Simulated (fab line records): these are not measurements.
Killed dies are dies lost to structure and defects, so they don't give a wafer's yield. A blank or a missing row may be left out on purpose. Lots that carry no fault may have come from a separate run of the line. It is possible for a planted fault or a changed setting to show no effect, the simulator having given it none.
8D (eight disciplines) problem report, filled in by code ; flow sfq_line ; the parts of the form that need people (team, actions taken, sign-off) are left out

## 1. THE ISSUE
Mean of run_length_s at SFQ_TRILAYER_M1_ETCH_METAL_ETCH_042: 117.2 s across 5 wafers in 3 lots; on wafers with no fault it is 148.2 s (standard deviation 0.38). That puts it -82 standard deviations away from the usual mean.
The step: etches Nb in Cl2/Ar, stops on SiO2, target depth 240 nm, time 120 s.
Seen first at day 17 13:18 on rie_metal-04, wafer L518.5. Wafers with a number at this step in the record: 44, from 15 lots. The rule behind "out" and "out of limits": a value lying over 4 standard deviations away from the usual mean. Any other wafer with a number is counted as sound.

## 2. WHAT IT IS AND WHAT IT IS NOT
question;is;is not
which readings at this step;run_length_s, oes_product_au;drypump_motor_current_A
which lots;L518, L521, L524;L504, L506, L507, L509, L511, L512, L513, L514, L515, L516, L519, L527
which wafers of those lots;L518.5, L521.3, L521.5, L524.3, L524.5;L518.1, L518.6, L524.2
read on which tools;rie_metal-04;rie_metal-02, rie_metal-03
when;from day 17 13:18;"up to then (32 sound wafers); but 7 sound wafers of L519, L524, L527 came after"

## 3. WHAT RULES OUT EACH SUSPECT
Counting: any tool at a process step up to the reading remains a suspect provided it ran every lot that is out. Sound lots after the first of them don't rule it out here, since some wafers of a struck lot are sound.
- rie_metal-04 at SFQ_TRILAYER_M1_ETCH_METAL_ETCH_042 (etches Nb in Cl2/Ar, stops on SiO2, target depth 240 nm, time 120 s): kept. Ran every lot that is out, first one L518 (day 17 13:18); last sound lot up to then L515 (day 16 14:30). Out on those wafers are its own readings of oes_product_au, run_length_s.
Remaining after the count: rie_metal-04 at SFQ_TRILAYER_M1_ETCH_METAL_ETCH_042.

## 4. THE CAUSE (what the simulator had put in)
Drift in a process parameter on rie_metal-04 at SFQ_TRILAYER_M1_ETCH_METAL_ETCH_042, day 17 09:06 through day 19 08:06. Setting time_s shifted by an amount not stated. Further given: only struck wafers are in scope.
Counting left only this tool.

## 5. SEQUENCE OF EFFECTS, ordered by route
Each row: a reading where the mean over the struck wafers with a number is more than 3 standard deviations away from the usual. Readings are gone through only where the record gives a usual standard deviation; hours: the median, over the lots, of the time from a lot's start at the first step in this table giving one to that lot's start at this step; sigmas: the change measured in usual standard deviations.
hours;step;reading;usual;on struck wafers;change;sigmas
0;SFQ_TRILAYER_M1_ETCH_METAL_ETCH_042;oes_product_au;0.893 a.u.;1.004;+0.111;+14
0;SFQ_TRILAYER_M1_ETCH_METAL_ETCH_042;run_length_s;148.2 s;117.2;-31.0;-82
Here are the process steps it includes:
- SFQ_TRILAYER_M1_ETCH_METAL_ETCH_042: etches Nb in Cl2/Ar, stops on SiO2, target depth 240 nm, time 120 s.
Readings that are blank on the struck wafers while sound wafers have them: bias_w at SFQ_TRILAYER_M1_ETCH_METAL_ETCH_042.
At these later measuring or inspecting steps, every struck wafer for which the step has a row has a number for every such reading, and none has moved that far: SFQ_M3_OVL_MEAS_921.

## 6. WHAT WOULD HAVE CAUGHT IT SOONER
In this record the first reading out of limits was taken at day 17 13:18, 4 hours after the fault began at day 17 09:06.
